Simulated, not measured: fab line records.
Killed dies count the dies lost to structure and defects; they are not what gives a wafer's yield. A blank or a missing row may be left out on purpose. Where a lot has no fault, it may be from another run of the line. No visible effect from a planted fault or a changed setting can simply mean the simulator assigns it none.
Which tool is to blame?	flow sky130	route of 708 steps, sampled at 1 step: 11 lots, 33 wafers

WHAT THE GAUGES READ, wafer by wafer
SKY_VIA1_THK_MEAS_23: measures by xrf. Usual: for VIA1_W_THK the level is 264 nm and the standard deviation is 3.4.
lot	measured	on	VIA1_W_THK (nm)	flag
L302	day 33 17:41	filmMetro-01	266 266 266	
L306	day 35 09:55	filmMetro-01	271 265 269	
L308	day 36 05:20	filmMetro-01	268 264 265	
L307	day 36 07:30	filmMetro-02	263 261 259	
L309	day 36 13:49	filmMetro-01	261 265 263	
L310	day 36 15:37	filmMetro-01	271 268 265	
L317	day 38 18:37	filmMetro-01	269 266 266	
L318	day 39 04:16	filmMetro-01	271 269 267	
L319	day 39 06:44	filmMetro-04	263 265 261	
L322	day 40 04:30	filmMetro-02	259 263 259	
L324	day 40 10:09	filmMetro-02	265 260 264	

TOOL THAT RAN EACH LOT (tool first, then ch and the chambers of the sampled wafers, then the start)
No process step before these readings appears in the record.

AS READ BY THE TOOLS THEMSELVES (means over the sampled wafers that have a number; for cases with no such wafer, the mark the record gives instead)
The record holds no such reading with a usual standard deviation.

THE ANSWER, worked out from the rows above alone
Rule: take the mean of a lot's wafers that have a number; if it is more than 3 standard deviations from the usual mean, the lot is off. Also off: a lot with no number at a reading for which 4 or more lots have one. All remaining lots with rows at the step are treated as sound. First the gauges in route order, then the tools' own readings, where a lot's mean is used as printed above. At the first step where some lot is off, the reading lying furthest off is the one used; lots without a number count as furthest.
None of the lots is off at any reading shown; this tells nothing.

WHAT THE SIMULATOR PUT IN
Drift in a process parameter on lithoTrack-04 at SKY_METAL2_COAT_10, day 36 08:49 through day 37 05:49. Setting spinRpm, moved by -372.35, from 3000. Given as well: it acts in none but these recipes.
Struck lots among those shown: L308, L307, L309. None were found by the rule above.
